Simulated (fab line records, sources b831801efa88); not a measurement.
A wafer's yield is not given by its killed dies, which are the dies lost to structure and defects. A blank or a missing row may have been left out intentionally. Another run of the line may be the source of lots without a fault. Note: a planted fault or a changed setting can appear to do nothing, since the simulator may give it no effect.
Struck lot and sound lot, side by side || flow sky130 || 24 steps out of a route of 708
Sound: wafers L376.4, L376.5, L376.6. Wafers struck: L379.1, L379.2. At the end, the cause is stated.
Order at every step that has rows: each side's tool, ch and its chambers, its first start. Under that, the readings that differ: sound wafers || struck wafers || difference of the means || sigmas: that difference in standard deviations of wafers without a fault.
alike: words and numbers the same on both sides, and readings whose means are apart by under 2 such deviations; not compared: readings that were withheld, readings missing a value for some wafer, numbers with overlapping values and no deviation given by the record, and bounds like >300 which may hide the same value.
The two part at a step that has a row with sigmas, a row that says differs or no value, or rows on one side only. When numbers do not overlap yet have no deviation, they are printed without sigmas and do not part them. Lack of a reading on every wafer of one side parts them only where that side has two or more wafers.

SKY_VIA1_BOW_MEAS_03:
  sound: film_metro-04 at day 34 13:05; struck: film_metro-04 at day 36 15:54
  alike: VIA1_BOW
then, 8 steps without rows for these wafers: SKY_VIA1_DEHYDRATE_04 (time 60 s); SKY_VIA1_HMDS_05 (prime time 60 s); SKY_VIA1_COAT_06 (resist thk 60 nm); SKY_VIA1_COAT_07 (resist thk 450 nm); SKY_VIA1_SOFTBAKE_08 (time 90 s); SKY_VIA1_EXPOSE_09 (exposes mask VIM, target cd 150 nm); SKY_VIA1_PEB_10; SKY_VIA1_DEVELOP_11 (develop time 60 s).
SKY_VIA1_CD_MEAS_12: target cd 150 nm.
  sound: cd_sem-02 at day 35 16:11; struck: cd_sem-01 at day 37 18:01
  alike: cd_nm
SKY_VIA1_OVL_MEAS_13:
  sound: overlay-01 at day 35 16:16; struck: overlay-01 at day 37 18:08
  alike: VIA1_OVL
SKY_VIA1_ETCH_14: etches BARC in N2/H2, stops on SiO2, time 45.9 s, target depth 60 nm.
  sound on rie_diel-04 ch 2,3, day 35 16:17; struck on rie_diel-04 ch 0,2, day 37 18:11
  alike: drypump_motor_current_A, h2_flow_sccm, oes_product_au, throttle_valve_pct
  not compared: rf_hours_counter_h
SKY_VIA1_ETCH_15: etches SiO2 in C4F8/O2/Ar, stops on TiN, target depth 351 nm, time 54 s.
  sound on rie_diel-04 ch 2,3, day 35 16:20; struck on rie_diel-04 ch 0,2, day 37 18:13
{"reading": "oes_product_au (a.u.)", "sound": "0.977 0.993 0.981", "struck": "0.915 0.887", "difference": -0.083, "sigmas": -11}
{"reading": "model.VIA1.feature_depth_nm (nm)", "sound": "345.8 346.7 343.7", "struck": "305.5 288.4", "difference": -48.4, "sigmas": ""}
{"reading": "model.etch.depth_nm (nm)", "sound": "345.8 346.7 343.7", "struck": "305.5 288.4", "difference": -48.4, "sigmas": ""}
{"reading": "model.KrF-thick_of_VIA1_COAT_07.thk_nm (nm)", "sound": "320.4 320.5 322", "struck": "327.7 335.3", "difference": "+10.5", "sigmas": ""}
  not compared: rf_hours_counter_h
SKY_VIA1_STRIP_16: strips in O2/N2.
  sound on plasma_asher-04 ch 0,1, day 35 16:25; struck on plasma_asher-02 ch 0,1, day 37 18:16
{"reading": "rf_hours_counter_h (h)", "sound": "- - -", "struck": "15 15", "difference": "no value on the sound wafers", "sigmas": ""}
{"reading": "strip_time_to_endpoint_s (s)", "sound": "4.43 4.44 4.46", "struck": "4.51 4.57", "difference": "+0.10", "sigmas": "+3"}
  alike: drypump_motor_current_A, o2_flow_sccm, oes_product_au
then, 3 steps without rows for these wafers: SKY_VIA1_STRIP_17 (strips in post etch residue remover, time 1200 s); SKY_VIA1_CLEAN_18 (cleans in IPA, time 180 s); SKY_VIA1_CLEAN_19 (cleans in O3/DIW).
SKY_VIA1_SPUTTER_20: material TiN, target thk 20 nm, time 80 s.
  sound: pvd_sputter-02 at day 35 16:58; struck: pvd_sputter-02 at day 37 18:54
  alike: throttle_valve_pct
SKY_VIA1_CVD_21: deposits W, target thk 270 nm, time 80.902 s.
  sound on cvd_w-02 ch 0,1, day 35 17:04; struck on cvd_w-02 ch 0,1, day 37 18:58
{"reading": "since_wet_clean_h (h)", "sound": "- - -", "struck": "479 479", "difference": "no value on the sound wafers", "sigmas": ""}
  alike: heater_power_outer_w, heater_power_w
SKY_VIA1_CMP_24: polishes, stops on SiO2, t overpolish 15 s, target thk 0 nm.
  sound on cmp-01 ch 0,1,3, day 35 17:27; struck on cmp-02 ch 0,1, day 37 19:20
  alike: motor_current_A, overpolish_run_s, slurry_flow_ml_min, time_to_endpoint_s
SKY_METAL2_SPUTTER_00: material Ti, target thk 15 nm, time 10 s.
  the record holds rows for the sound wafers here (pvd_sputter-01, day 35 17:36) but none for the struck ones
SKY_METAL2_SPUTTER_01: material TiN, target thk 20 nm, time 16.7 s.
  the record holds rows for the sound wafers here (pvd_sputter-01, day 35 17:38) but none for the struck ones
SKY_METAL2_SPUTTER_02: material AlCu, target thk 250 nm, time 13.3 s.
  the record holds rows for the sound wafers here (pvd_sputter-01, day 35 17:39) but none for the struck ones
-- the record jumps here: 11 days lie between the struck wafers' starts before and after (it left off in module METAL2 and takes up again in module PAD_OPEN, whose first step shown is number 708 of the route) --
SKY_PAD_OPEN_PROBE_99:
  sound: prober-01 at day 47 03:46; struck: prober-01 at day 48 16:47
{"reading": "hold", "sound": "- - -", "struck": "await_dispo/1.5h/release await_dispo/1.5h/release", "difference": "no value on the sound wafers", "sigmas": ""}
{"reading": "model.etest.res_high_po.open", "sound": "0 0 0", "struck": "1 1", "difference": "+1", "sigmas": ""}
{"reading": "model.etest.nfet_05v0_nvt.under_floor", "sound": "0 0 0", "struck": "1 1", "difference": "+1", "sigmas": ""}
{"reading": "model.etest.res_iso_pwell.open", "sound": "0 0 0", "struck": "1 1", "difference": "+1", "sigmas": ""}
{"reading": "model.etest.iso_nwell_nwell.under_floor", "sound": "0 0 0", "struck": "1 1", "difference": "+1", "sigmas": ""}
{"reading": "model.etest.pfet_01v8.open", "sound": "0 0 0", "struck": "1 1", "difference": "+1", "sigmas": ""}
{"reading": "model.etest.met1_comb.under_floor", "sound": "0 0 0", "struck": "1 1", "difference": "+1", "sigmas": ""}
{"reading": "model.etest.res_xhigh_po.open", "sound": "0 0 0", "struck": "1 1", "difference": "+1", "sigmas": ""}
{"reading": "model.etest.nfet_g5v0d10v5.under_floor", "sound": "0 0 0", "struck": "1 1", "difference": "+1", "sigmas": ""}

## WHERE THEY PART
Earliest at SKY_VIA1_ETCH_15; latest, in this record, at SKY_PAD_OPEN_PROBE_99.

WHY: whatever the simulator had introduced
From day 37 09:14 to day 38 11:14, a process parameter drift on rie_diel-04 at SKY_VIA1_ETCH_15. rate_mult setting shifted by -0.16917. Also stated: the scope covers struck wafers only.
